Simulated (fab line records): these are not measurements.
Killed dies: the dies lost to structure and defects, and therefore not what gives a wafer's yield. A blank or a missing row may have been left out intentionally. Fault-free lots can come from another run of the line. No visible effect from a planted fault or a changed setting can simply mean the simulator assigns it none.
fab line records	flow sky130
record lots=12	wafers=36	lastDay=50
route steps=708 shown CAP2M@616 VIA4@659 METAL5@662 PASSIVATION@681 PAD_OPEN@708
lots that met no fault: taken from a fault-free run of the same line
startH: hours from the record's opening day to when the first of the lot's shown wafers began	waitH: hours elapsed since this lot's preceding step	" unchanged from the row above	L1.1+2: a row that stands for several wafers	- no value present, or no start provided	* or withheld: withheld	< > ~ a bound
route shown NAME@n: names a module that has steps shown in the file, with the first one's number in the route	usual: mean/standard deviation taken from wafers without a fault	same: alike in all rows	chamber/n: place in a boat	sites: readings site by site	_std_site: their standard deviation	_edge_site: outer sites' mean less inner sites'	radiusMm: for every site, how far away it sits from the centre of the wafer	mask NAME#n: copy n	behind: tool/chamber where the wafer was last shaped	hold: the reason the lot was held/the length of the hold in hours/how it ended	device: names the non-switching transistor (n, p or np)	end of line: at the end of the route, the tests of the same wafers	a step given without rows: its recipe and nothing more	killed: at the first sort, the dies lost to defects and structure; wafer yield is something else	map: a wafer's dies, x killed, . not, _ none there
set.NAME: the setting the step ran with; set.NAME@STEP: the setting that earlier step ran with	model.NAME: the simulator's own value behind a step, which no gauge read
one table for each step of the route and one row for each wafer, over a sample of lots
services: the hour from which a tool's chamber was out of use, counted from the record's first day as startH (under 0 if before that day), plus the number of hours and why
## steps
# step SKY_CAP2M_METAL_ETCH_13
# recipe targetDepthNm=220	stopOn=SiO2	chemistry=Cl2/BCl3	target=TiN	pressureMtorr=10	icpW=900	biasW=48.5	Cl2_flow_sccm=60	bcl3FlowSccm=30	timeS=62.9
# usual biasW=48.50/0.13	drypumpMotorCurrentA=5.6/0.42	oesProductAu=0.944/0.0081	throttleValvePct=21.899/0.0095
lot.wafer	tool	chamber	startH	waitH	biasW	drypumpMotorCurrentA	oesProductAu	rfHoursCounterH	throttleValvePct
L192.2	rieMetal-04	1	970.37	0.0	48.44	5.2	0.943	16	21.899
L192.4	"	1	"	"	48.59	5.2	0.935	-	21.891
L192.5	"	1	"	"	48.73	5.2	0.948	-	21.881
L193.1	rieMetal-04	1	983.22	0.0	48.42	5.2	0.960	17	21.901
L193.2	"	0	"	"	48.63	5.9	0.946	13	21.911
L193.4	"	0	"	"	48.47	5.9	0.944	-	21.910
L195.2	rieMetal-02	0	999.12	0.0	48.59	5.2	0.953	11	21.901
L195.3	"	1	"	"	48.57	6.3	0.948	-	21.899
L195.6	"	1	"	"	48.47	6.3	0.952	-	21.886
L196.1	rieMetal-04	1	1005.15	0.0	48.57	5.1	0.951	18	21.878
L196.4	"	1	"	"	48.34	5.2	0.947	-	21.899
L196.5	"	1	"	"	48.58	5.1	0.944	-	21.879
L198.1	rieMetal-02	0	1006.52	0.0	48.58	5.2	0.955	11	21.899
L198.3	"	1	"	"	48.53	6.3	0.935	-	21.896
L198.4	"	0	"	"	48.52	5.2	0.952	-	21.890
L199.1	rieMetal-01	0	1018.87	0.0	48.47	5.7	0.934	4	21.882
L199.3	"	0	"	"	48.40	5.7	0.930	-	21.927
L199.4	"	1	"	"	48.61	5.2	0.932	-	21.911
L206.1	rieMetal-02	1	1060.30	0.0	48.36	6.3	0.947	23	21.889
L206.2	"	0	"	"	48.46	5.2	0.954	15	21.896
L206.5	"	1	"	"	48.73	6.3	0.960	-	21.901
L209.1	rieMetal-04	1	1082.50	0.0	48.63	5.2	0.947	1	21.907
L209.4	"	1	"	"	48.56	5.2	0.943	-	21.889
L209.6	"	0	"	"	48.54	5.9	0.943	-	21.891
L210.2	rieMetal-02	0	1083.99	0.0	48.60	5.2	0.934	-	21.902
L210.4	"	0	"	"	48.45	5.2	0.943	-	21.908
L210.5	"	0	"	"	48.46	5.2	0.934	-	21.914
L212.2	rieMetal-04	1	1095.32	0.0	48.24	5.2	0.944	2	21.901
L212.4	"	0	"	"	48.49	5.9	0.943	-	21.886
L212.5	"	1	"	"	48.52	5.2	0.946	-	21.895
L213.3	rieMetal-04	0	1100.35	0.0	48.36	5.9	0.940	-	21.889
L213.4	"	1	"	"	48.57	5.2	0.942	-	21.888
L213.5	"	1	"	"	48.48	5.2	0.947	-	21.905
L214.1	rieMetal-01	1	1101.32	0.0	48.49	5.2	0.944	24	21.892
L214.4	"	0	"	"	48.41	5.7	0.928	-	21.907
L214.6	"	1	"	"	48.70	5.2	0.928	-	21.904
# step SKY_VIA4_THK_MEAS_20
# recipe thkMeasGauge=xrf	reads=W_of_VIA4_CVD_18
# usual VIA4_W_THK=522/7.2
lot.wafer	tool	chamber	startH	waitH	VIA4_W_THK[nm]
L192.2	filmMetro-04	-	1020.10	0.1	519
L192.4	"	-	"	"	520
L192.5	"	-	"	"	517
L193.1	filmMetro-03	-	1033.38	0.1	526
L193.2	"	-	"	"	531
L193.4	"	-	"	"	515
L195.2	filmMetro-04	-	1047.98	0.1	526
L195.3	"	-	"	"	524
L195.6	"	-	"	"	516
L196.1	filmMetro-01	-	1054.61	0.1	508
L196.4	"	-	"	"	506
L196.5	"	-	"	"	509
L198.1	filmMetro-03	-	1055.15	0.1	522
L198.3	"	-	"	"	525
L198.4	"	-	"	"	523
L199.1	filmMetro-04	-	1065.91	0.1	520
L199.3	"	-	"	"	520
L199.4	"	-	"	"	520
L206.1	filmMetro-04	-	1105.22	0.1	520
L206.2	"	-	"	"	523
L206.5	"	-	"	"	526
L209.1	filmMetro-03	-	1126.53	0.1	524
L209.4	"	-	"	"	526
L209.6	"	-	"	"	525
L210.2	filmMetro-04	-	1127.25	0.1	515
L210.4	"	-	"	"	520
L210.5	"	-	"	"	513
L212.2	filmMetro-04	-	1138.61	0.1	515
L212.4	"	-	"	"	526
L212.5	"	-	"	"	522
L213.3	filmMetro-04	-	1143.41	0.1	523
L213.4	"	-	"	"	520
L213.5	"	-	"	"	518
L214.1	filmMetro-01	-	1144.10	0.1	512
L214.4	"	-	"	"	529
L214.6	"	-	"	"	531
# step SKY_METAL5_SPUTTER_01
# recipe material=TiN	targetThkNm=20	powerW=6500	timeS=16.7	chamberPressurePa=0.4
# usual throttleValvePct=29.8/1.1
lot.wafer	tool	chamber	startH	waitH	throttleValvePct
L192.2	pvdSputter-04	-	1020.47	0.0	29.5
L192.4	"	-	"	"	29.5
L192.5	"	-	"	"	29.2
L193.1	pvdSputter-01	-	1033.78	0.0	31.3
L193.2	"	-	"	"	27.7
L193.4	"	-	"	"	31.6
L195.2	pvdSputter-02	-	1048.35	0.0	29.7
L195.3	"	-	"	"	28.9
L195.6	"	-	"	"	31.2
L196.1	pvdSputter-02	-	1054.99	0.0	30.2
L196.4	"	-	"	"	29.0
L196.5	"	-	"	"	29.5
L198.1	pvdSputter-04	-	1055.53	0.0	29.7
L198.3	"	-	"	"	29.2
L198.4	"	-	"	"	29.6
L199.1	pvdSputter-04	-	1066.29	0.0	29.0
L199.3	"	-	"	"	29.6
L199.4	"	-	"	"	29.3
L206.1	pvdSputter-01	-	1105.60	0.0	31.5
L206.2	"	-	"	"	29.7
L206.5	"	-	"	"	31.3
L209.1	pvdSputter-02	-	1127.03	0.0	31.3
L209.4	"	-	"	"	29.6
L209.6	"	-	"	"	30.2
L210.2	pvdSputter-02	-	1127.62	0.0	31.1
L210.4	"	-	"	"	29.0
L210.5	"	-	"	"	30.9
L212.2	pvdSputter-01	-	1138.99	0.0	27.4
L212.4	"	-	"	"	31.4
L212.5	"	-	"	"	31.2
L213.3	pvdSputter-01	-	1143.77	0.0	30.2
L213.4	"	-	"	"	31.4
L213.5	"	-	"	"	27.4
L214.1	pvdSputter-02	-	1144.48	0.0	31.1
L214.4	"	-	"	"	29.1
L214.6	"	-	"	"	30.2
# step SKY_PASSIVATION_CVD_00
# recipe material=SiO2	targetThkNm=90	tempC=400	timeS=withheld	rfW=600
# usual heaterPowerW=705/90
lot.wafer	tool	chamber	startH	waitH	heaterPowerW
L192.2	pecvd-01	2	1042.99	0.0	657
L192.4	"	0	"	"	703
L192.5	"	2	"	"	642
L193.1	pecvd-04	1	1056.96	0.0	755
L193.2	"	0	"	"	674
L193.4	"	2	"	"	823
L195.2	pecvd-01	1	1071.47	0.0	623
L195.3	"	2	"	"	539
L195.6	"	0	"	"	664
L196.1	pecvd-04	0	1077.51	0.0	674
L196.4	"	1	"	"	709
L196.5	"	2	"	"	942
L198.1	pecvd-01	2	1078.51	0.0	642
L198.3	"	0	"	"	644
L198.4	"	2	"	"	663
L199.1	pecvd-03	2	1087.38	0.0	626
L199.3	"	1	"	"	574
L199.4	"	1	"	"	578
L206.1	pecvd-04	0	1126.91	0.0	722
L206.2	"	2	"	"	835
L206.5	"	0	"	"	715
L209.1	pecvd-01	1	1146.94	0.0	590
L209.4	"	1	"	"	574
L209.6	"	1	"	"	588
L210.2	pecvd-01	2	1148.28	0.0	565
L210.4	"	2	"	"	555
L210.5	"	2	"	"	586
L212.2	pecvd-01	1	1157.75	0.0	671
L212.4	"	0	"	"	595
L212.5	"	0	"	"	626
L213.3	pecvd-01	2	1162.44	0.0	593
L213.4	"	0	"	"	692
L213.5	"	1	"	"	665
L214.1	pecvd-03	1	1163.05	0.0	612
L214.4	"	1	"	"	647
L214.6	"	0	"	"	781
# step SKY_PAD_OPEN_PROBE_99
# usual defectLimitedYield=82.2/2	killed_at_M0_to_M3=45/7.2	killed_at_M4_up=3.0/1.8	killedAtContacts=25/6.1	killedAtFrontEnd=14/4.4	killedAtOther=0.2/0.44	killedDies=88/10	killedOpen=48/7.4	killedShort=40/6.3	sort_bin_3_pad_short=0.9/0.41	sort_bin_5_function=10.6/1.5	sort_bin_6_memory=6.4/1.2	sortNPass=404/10	sortYieldPct=82.2/2
# same grossDies=492	killedAtBackSide=0	sort_bin_4_leakage[%]=0	sort_bin_8_speed[%]=0
lot.wafer	tool	chamber	startH	waitH	defectLimitedYield[%]	killed_at_M0_to_M3	killed_at_M4_up	killedAtContacts	killedAtFrontEnd	killedAtOther	killedDies	killedOpen	killedShort	sort_bin_3_pad_short[%]	sort_bin_5_function[%]	sort_bin_6_memory[%]	sortNPass	sortYieldPct[%]
L192.2	prober-01	-	1088.37	0.1	84.1	33	7	25	12	1	78	46	32	0.4	9.6	5.9	414	84.1
L192.4	prober-01	-	1088.47	0.2	78.9	54	5	29	16	0	104	61	43	0.8	14.2	6.1	388	78.9
L192.5	prober-01	-	1088.52	0.2	80.5	53	4	20	19	0	96	54	42	0.4	11.0	8.1	396	80.5
L193.1	prober-02	-	1102.78	0.1	81.9	38	2	34	14	1	89	57	32	0.4	12.6	5.1	403	81.9
L193.2	prober-02	-	1102.83	0.1	79.9	46	4	28	21	0	99	49	50	1.2	12.0	6.9	393	79.9
L193.4	prober-02	-	1102.93	0.2	83.7	45	2	22	11	0	80	49	31	0.8	9.8	5.7	412	83.7
L195.2	prober-02	-	1114.71	0.1	78.0	63	3	33	9	0	108	49	59	2.4	13.0	6.5	384	78.0
L195.3	prober-02	-	1114.76	0.2	80.3	57	3	24	13	0	97	58	39	1.2	9.3	9.1	395	80.3
L195.6	prober-02	-	1114.91	0.2	83.1	44	3	21	15	0	83	38	45	1.2	9.6	6.1	409	83.1
L196.1	prober-01	-	1120.02	0.1	82.5	49	2	24	11	0	86	55	31	0.4	11.2	5.9	406	82.5
L196.4	prober-01	-	1120.17	0.2	84.8	33	0	24	18	0	75	39	36	0.4	9.1	5.7	417	84.8
L196.5	prober-01	-	1120.22	0.2	85.2	31	1	25	16	0	73	42	31	1.2	8.7	4.9	419	85.2
L198.1	prober-01	-	1122.64	0.1	82.9	38	2	27	17	0	84	40	44	1.0	8.5	7.5	408	82.9
L198.3	prober-01	-	1122.74	0.2	81.9	43	5	28	13	0	89	49	40	0	11.6	6.5	403	81.9
L198.4	prober-01	-	1122.79	0.2	84.6	38	5	19	14	0	76	39	37	1.2	7.7	6.5	416	84.6
L199.1	prober-02	-	1133.25	0.1	83.5	39	4	29	9	0	81	43	38	1.0	11.0	4.5	411	83.5
L199.3	prober-02	-	1133.35	0.2	81.1	43	0	31	18	1	93	43	50	0.8	11.6	6.5	399	81.1
L199.4	prober-02	-	1133.40	0.2	85.4	35	1	25	10	1	72	33	39	0.6	8.7	5.3	420	85.4
L206.1	prober-01	-	1167.40	0.1	76.8	42	0	35	11	26	114	57	31	2.6	13.0	7.5	378	76.8
L206.2	prober-01	-	1167.45	0.1	73.2	34	2	27	10	59	132	42	31	2.6	17.5	6.7	360	73.2
L206.5	prober-01	-	1167.60	0.2	81.1	35	3	20	10	25	93	40	28	2.4	11.4	5.1	399	81.1
L209.1	prober-01	-	1183.23	0.1	83.7	42	4	19	14	1	80	35	45	0.6	9.1	6.5	412	83.7
L209.4	prober-01	-	1183.38	0.2	87.0	31	2	21	10	0	64	38	26	0.8	6.7	5.5	428	87.0
L209.6	prober-01	-	1183.48	0.2	81.5	32	7	29	23	0	91	50	41	0.8	10.0	7.7	401	81.5
L210.2	prober-02	-	1186.23	0.1	74.6	41	1	15	15	53	125	40	32	3.3	17.1	5.1	367	74.6
L210.4	prober-02	-	1186.33	0.2	74.8	33	2	15	7	67	124	34	23	2.6	16.3	6.3	368	74.8
L210.5	prober-02	-	1186.38	0.2	75.6	41	2	15	9	53	120	34	33	2.2	15.4	6.7	372	75.6
L212.2	prober-01	-	1193.23	0.1	83.5	41	2	25	13	0	81	46	35	0.4	10.6	5.5	411	83.5
L212.4	prober-01	-	1193.33	0.2	84.8	32	2	26	14	1	75	36	39	0.8	10.0	4.5	417	84.8
L212.5	prober-01	-	1193.38	0.2	78.9	57	3	31	13	0	104	56	48	1.4	11.6	8.1	388	78.9
L213.3	prober-01	-	1197.66	0.2	81.5	46	1	26	18	0	91	59	32	0.6	10.6	7.3	401	81.5
L213.4	prober-01	-	1197.71	0.2	81.1	35	4	40	14	0	93	54	39	1.0	11.6	6.3	399	81.1
L213.5	prober-01	-	1197.76	0.2	83.5	40	2	29	9	1	81	35	46	1.0	7.9	7.5	411	83.5
L214.1	prober-02	-	1198.47	0.1	82.5	46	1	23	16	0	86	41	45	0.8	10.6	6.1	406	82.5
L214.4	prober-02	-	1198.62	0.2	81.7	44	3	27	16	0	90	52	38	1.0	11.4	5.9	402	81.7
L214.6	prober-02	-	1198.72	0.2	81.1	48	3	31	11	0	93	48	45	1.4	10.0	7.5	399	81.1
# killed by level:class
L192.2 VIA1:geometricParticle:open=10 CONTACT:geometricParticle:open=8 LOCAL_INTERCONNECT:geometricParticle:short=7 LI_CONTACT:geometricParticle:open=6 METAL2:geometricParticle:short=5 VIA2:geometricParticle:open=4 METAL1:geometricParticle:short=4 METAL4:geometricParticle:short=4
L192.4 VIA1:geometricParticle:open=13 VIA3:geometricParticle:open=9 FIELD_ISO:geometricParticle:short=8 CONTACT:geometricParticle:open=8 LI_CONTACT:geometricParticle:open=8 METAL1:geometricParticle:short=8 VIA2:geometricParticle:open=6 CONTACT:geometricParticle:short=5
L192.5 VIA1:geometricParticle:open=13 VIA3:geometricParticle:open=12 CONTACT:geometricParticle:open=8 FIELD_ISO:geometricParticle:open=7 METAL1:geometricParticle:short=6 VIA1:geometricParticle:short=5 LOCAL_INTERCONNECT:geometricParticle:short=5 METAL2:geometricParticle:short=5
L193.1 CONTACT:geometricParticle:open=17 LI_CONTACT:geometricParticle:open=12 VIA1:geometricParticle:open=6 FIELD_ISO:geometricParticle:open=5 METAL2:geometricParticle:short=5 METAL1:geometricParticle:short=5 VIA3:geometricParticle:short=5 METAL3:geometricParticle:short=5
L193.2 VIA1:geometricParticle:open=9 FIELD_ISO:geometricParticle:open=7 LOCAL_INTERCONNECT:geometricParticle:short=7 CONTACT:geometricParticle:short=7 FIELD_ISO:geometricParticle:short=6 METAL1:geometricParticle:short=6 VIA2:geometricParticle:open=6 VIA3:geometricParticle:open=6
L193.4 VIA1:geometricParticle:open=11 LI_CONTACT:geometricParticle:open=10 VIA1:geometricParticle:short=7 CONTACT:geometricParticle:open=6 METAL1:geometricParticle:short=6 VIA2:geometricParticle:open=5 POLY_GATE:geometricParticle:open=4 METAL2:geometricParticle:short=4
L195.2 CONTACT:geometricParticle:open=11 VIA1:geometricParticle:open=10 METAL2:geometricParticle:short=10 VIA2:geometricParticle:short=10 CONTACT:geometricParticle:short=8 VIA3:geometricParticle:open=8 LI_CONTACT:geometricParticle:open=6 METAL1:geometricParticle:short=6
L195.3 VIA3:geometricParticle:open=13 VIA2:geometricParticle:open=11 LI_CONTACT:geometricParticle:open=10 VIA1:geometricParticle:open=8 METAL2:geometricParticle:short=6 LOCAL_INTERCONNECT:geometricParticle:short=5 CONTACT:geometricParticle:open=5 METAL1:geometricParticle:short=4
L195.6 VIA1:geometricParticle:open=14 METAL2:geometricParticle:short=8 CONTACT:geometricParticle:open=6 METAL1:geometricParticle:short=6 LOCAL_INTERCONNECT:geometricParticle:short=5 SPACER:geometricParticle:short=4 SPACER:geometricParticle:open=4 CONTACT:geometricParticle:short=4
L196.1 VIA1:geometricParticle:open=12 VIA3:geometricParticle:open=10 METAL1:geometricParticle:short=9 CONTACT:geometricParticle:open=9 VIA2:geometricParticle:open=9 LI_CONTACT:geometricParticle:open=6 CONTACT:geometricParticle:short=5 FIELD_ISO:geometricParticle:open=4
L196.4 FIELD_ISO:geometricParticle:open=10 METAL2:geometricParticle:short=8 LI_CONTACT:geometricParticle:short=5 CONTACT:geometricParticle:open=5 VIA1:geometricParticle:open=5 LI_CONTACT:geometricParticle:open=4 LOCAL_INTERCONNECT:geometricParticle:short=4 CONTACT:geometricParticle:short=4
L196.5 CONTACT:geometricParticle:open=11 VIA1:geometricParticle:open=7 FIELD_ISO:geometricParticle:short=6 VIA2:geometricParticle:open=6 VIA3:geometricParticle:open=6 CONTACT:geometricParticle:short=5 LOCAL_INTERCONNECT:geometricParticle:short=4 FIELD_ISO:geometricParticle:open=3
L198.1 CONTACT:geometricParticle:open=9 VIA1:geometricParticle:open=7 VIA3:geometricParticle:open=7 METAL2:geometricParticle:short=7 LI_CONTACT:geometricParticle:open=6 LOCAL_INTERCONNECT:geometricParticle:short=6 CONTACT:geometricParticle:short=6 FIELD_ISO:geometricParticle:short=5
L198.3 VIA1:geometricParticle:open=10 LI_CONTACT:geometricParticle:open=8 CONTACT:geometricParticle:open=8 METAL1:geometricParticle:short=7 VIA2:geometricParticle:open=6 FIELD_ISO:geometricParticle:short=5 LOCAL_INTERCONNECT:geometricParticle:short=5 CONTACT:geometricParticle:short=5
L198.4 VIA1:geometricParticle:open=13 VIA1:geometricParticle:short=8 FIELD_ISO:geometricParticle:short=7 CONTACT:geometricParticle:open=7 LOCAL_INTERCONNECT:geometricParticle:short=5 VIA2:geometricParticle:open=5 VIA3:geometricParticle:open=4 SPACER:geometricParticle:short=3
L199.1 CONTACT:geometricParticle:open=15 CONTACT:geometricParticle:short=7 VIA2:geometricParticle:open=7 METAL2:geometricParticle:short=6 VIA3:geometricParticle:open=5 VIA1:geometricParticle:short=5 LI_CONTACT:geometricParticle:open=4 VIA1:geometricParticle:open=4
L199.3 CONTACT:geometricParticle:open=7 LI_CONTACT:geometricParticle:open=7 VIA3:geometricParticle:short=7 VIA1:geometricParticle:open=7 CONTACT:geometricParticle:short=6 VIA1:geometricParticle:short=6 VIA2:geometricParticle:open=6 FIELD_ISO:geometricParticle:short=5
L199.4 VIA1:geometricParticle:open=7 CONTACT:geometricParticle:short=6 VIA1:geometricParticle:short=5 LI_CONTACT:geometricParticle:open=5 CONTACT:geometricParticle:open=5 LOCAL_INTERCONNECT:geometricParticle:short=5 VIA2:geometricParticle:open=4 METAL3:geometricParticle:short=4
L206.1 CAP2M:unspecified=26 CONTACT:geometricParticle:open=18 VIA1:geometricParticle:open=17 LI_CONTACT:geometricParticle:open=8 CONTACT:geometricParticle:short=5 VIA1:geometricParticle:short=5 LOCAL_INTERCONNECT:geometricParticle:short=4 VIA2:geometricParticle:open=4
L206.2 CAP2M:unspecified=59 VIA1:geometricParticle:open=10 CONTACT:geometricParticle:open=9 METAL1:geometricParticle:short=9 LI_CONTACT:geometricParticle:open=8 LOCAL_INTERCONNECT:geometricParticle:short=6 METAL2:geometricParticle:short=5 POLY_GATE:geometricParticle:open=4
L206.5 CAP2M:unspecified=25 CONTACT:geometricParticle:open=10 VIA2:geometricParticle:open=7 METAL1:geometricParticle:short=7 VIA1:geometricParticle:open=7 VIA3:geometricParticle:open=6 FIELD_ISO:geometricParticle:short=3 POLY_GATE:geometricParticle:short=3
L209.1 VIA1:geometricParticle:open=15 LOCAL_INTERCONNECT:geometricParticle:short=6 CONTACT:geometricParticle:open=5 VIA1:geometricParticle:short=5 METAL2:geometricParticle:short=5 FIELD_ISO:geometricParticle:short=4 METAL1:geometricParticle:short=4 METAL3:geometricParticle:short=4
L209.4 VIA1:geometricParticle:open=11 LI_CONTACT:geometricParticle:open=7 CONTACT:geometricParticle:open=7 CONTACT:geometricParticle:short=5 METAL2:geometricParticle:short=5 METAL1:geometricParticle:short=4 VIA3:geometricParticle:open=4 VIA2:geometricParticle:open=4
L209.6 VIA1:geometricParticle:open=13 CONTACT:geometricParticle:open=10 LOCAL_INTERCONNECT:geometricParticle:short=8 FIELD_ISO:geometricParticle:open=5 POLY_GATE:geometricParticle:short=4 POLY_GATE:geometricParticle:open=4 VIA2:geometricParticle:open=4 CONTACT:geometricParticle:short=4
L210.2 CAP2M:unspecified=53 VIA1:geometricParticle:open=13 VIA2:geometricParticle:open=6 LOCAL_INTERCONNECT:geometricParticle:short=6 CONTACT:geometricParticle:open=6 FIELD_ISO:geometricParticle:short=5 VIA1:geometricParticle:short=5 FIELD_ISO:geometricParticle:open=4
L210.4 CAP2M:unspecified=67 VIA2:geometricParticle:open=7 LI_CONTACT:geometricParticle:open=6 VIA1:geometricParticle:open=5 VIA3:geometricParticle:open=5 METAL1:geometricParticle:short=4 CONTACT:geometricParticle:open=4 VIA2:geometricParticle:short=4
L210.5 CAP2M:unspecified=53 VIA1:geometricParticle:open=8 VIA3:geometricParticle:short=6 METAL1:geometricParticle:short=6 VIA3:geometricParticle:open=6 CONTACT:geometricParticle:open=5 CONTACT:geometricParticle:short=4 VIA1:geometricParticle:short=4
L212.2 VIA1:geometricParticle:open=11 LI_CONTACT:geometricParticle:open=7 CONTACT:geometricParticle:open=6 CONTACT:geometricParticle:short=6 LOCAL_INTERCONNECT:geometricParticle:short=5 VIA1:geometricParticle:short=5 VIA2:geometricParticle:open=5 FIELD_ISO:geometricParticle:open=4
L212.4 CONTACT:geometricParticle:open=9 FIELD_ISO:geometricParticle:open=6 LOCAL_INTERCONNECT:geometricParticle:short=6 METAL2:geometricParticle:short=6 CONTACT:geometricParticle:short=5 POLY_GATE:geometricParticle:short=4 VIA1:geometricParticle:open=4 VIA1:geometricParticle:short=4
L212.5 CONTACT:geometricParticle:open=13 VIA1:geometricParticle:open=12 VIA3:geometricParticle:open=10 METAL1:geometricParticle:short=9 LOCAL_INTERCONNECT:geometricParticle:short=6 VIA2:geometricParticle:open=6 LI_CONTACT:geometricParticle:open=5 VIA2:geometricParticle:short=5
L213.3 VIA1:geometricParticle:open=15 LI_CONTACT:geometricParticle:open=9 CONTACT:geometricParticle:open=9 FIELD_ISO:geometricParticle:open=7 METAL2:geometricParticle:short=5 POLY_GATE:geometricParticle:short=4 LOCAL_INTERCONNECT:geometricParticle:short=4 CONTACT:geometricParticle:short=4
L213.4 CONTACT:geometricParticle:open=16 VIA1:geometricParticle:open=9 LOCAL_INTERCONNECT:geometricParticle:short=8 LI_CONTACT:geometricParticle:open=7 CONTACT:geometricParticle:short=6 VIA3:geometricParticle:open=6 FIELD_ISO:geometricParticle:short=5 VIA1:geometricParticle:short=5
L213.5 CONTACT:geometricParticle:open=8 VIA1:geometricParticle:open=8 VIA1:geometricParticle:short=7 LI_CONTACT:geometricParticle:open=6 LOCAL_INTERCONNECT:geometricParticle:short=6 CONTACT:geometricParticle:short=6 METAL3:geometricParticle:short=5 VIA3:geometricParticle:open=5
L214.1 VIA1:geometricParticle:open=12 VIA1:geometricParticle:short=10 CONTACT:geometricParticle:open=6 LI_CONTACT:geometricParticle:open=5 CONTACT:geometricParticle:short=5 METAL1:geometricParticle:short=5 FIELD_ISO:geometricParticle:open=4 POLY_GATE:geometricParticle:short=4
L214.4 CONTACT:geometricParticle:open=12 VIA1:geometricParticle:open=11 VIA3:geometricParticle:open=9 FIELD_ISO:geometricParticle:short=6 LI_CONTACT:geometricParticle:open=6 CONTACT:geometricParticle:short=6 VIA1:geometricParticle:short=6 METAL1:geometricParticle:short=4
L214.6 CONTACT:geometricParticle:open=13 VIA1:geometricParticle:open=9 VIA1:geometricParticle:short=8 METAL2:geometricParticle:short=8 LI_CONTACT:geometricParticle:open=7 VIA2:geometricParticle:open=7 CONTACT:geometricParticle:short=6 FIELD_ISO:geometricParticle:short=4
## services
tool	chamber	startH	hours	kind
pecvd-03	2	970.87	20.1	repair
pecvd-04	2	1001.58	7.1	repair
pvdSputter-02	3	1010.31	-	consumableReplace:kit
pvdSputter-02	3	1010.31	18.0	scheduledDown
pvdSputter-02	3	1010.31	18.0	ventCycle
rieMetal-04	-	1026.06	14.6	pm
pecvd-01	0	1031.55	2.1	scheduledDown
rieMetal-04	1	1047.30	-	clean
rieMetal-04	1	1047.30	20.5	scheduledDown
rieMetal-04	1	1047.30	20.5	ventCycle
pvdSputter-01	-	1090.68	8.8	repair
pvdSputter-01	-	1090.89	1.3	repair
pecvd-04	-	1100.13	0.5	repair
pvdSputter-02	2	1103.00	-	consumableReplace:kit
pvdSputter-02	2	1103.00	18.0	scheduledDown
rieMetal-01	0	1114.40	20.9	repair
rieMetal-02	0	1121.12	4.7	repair
rieMetal-01	-	1131.81	0.5	repair
pecvd-04	-	1133.85	2.0	repair
pvdSputter-02	-	1134.28	6.2	repair
rieMetal-02	1	1134.66	6.9	repair
rieMetal-01	-	1137.82	1.1	repair
pecvd-01	0	1138.44	16.5	scheduledDown
pecvd-01	2	1154.94	5.5	scheduledDown
## key
firstSign step=SKY_PAD_OPEN_PROBE_99	reading=killedAtOther	direction=up	sigmas=47	usual=0.2	struck=47.2
effect step=SKY_PAD_OPEN_PROBE_99	reading=sort_bin_3_pad_short	direction=up	sigmas=4.4	usual=0.9	struck=2.6
metAt SKY_CAP2M_METAL_ETCH_13
struckLots L206,L210
notActingAt SKY_VIA4_THK_MEAS_20,SKY_METAL5_SPUTTER_01,SKY_PASSIVATION_CVD_00
onsetBetween 1006.52 1060.30
fault kind=chamberParticleSource	tool=rieMetal-02	chamber=-	onsetH=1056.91	steps=SKY_CAP2M_METAL_ETCH_13	ratePerVisitCm2=1.0523	endH=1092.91
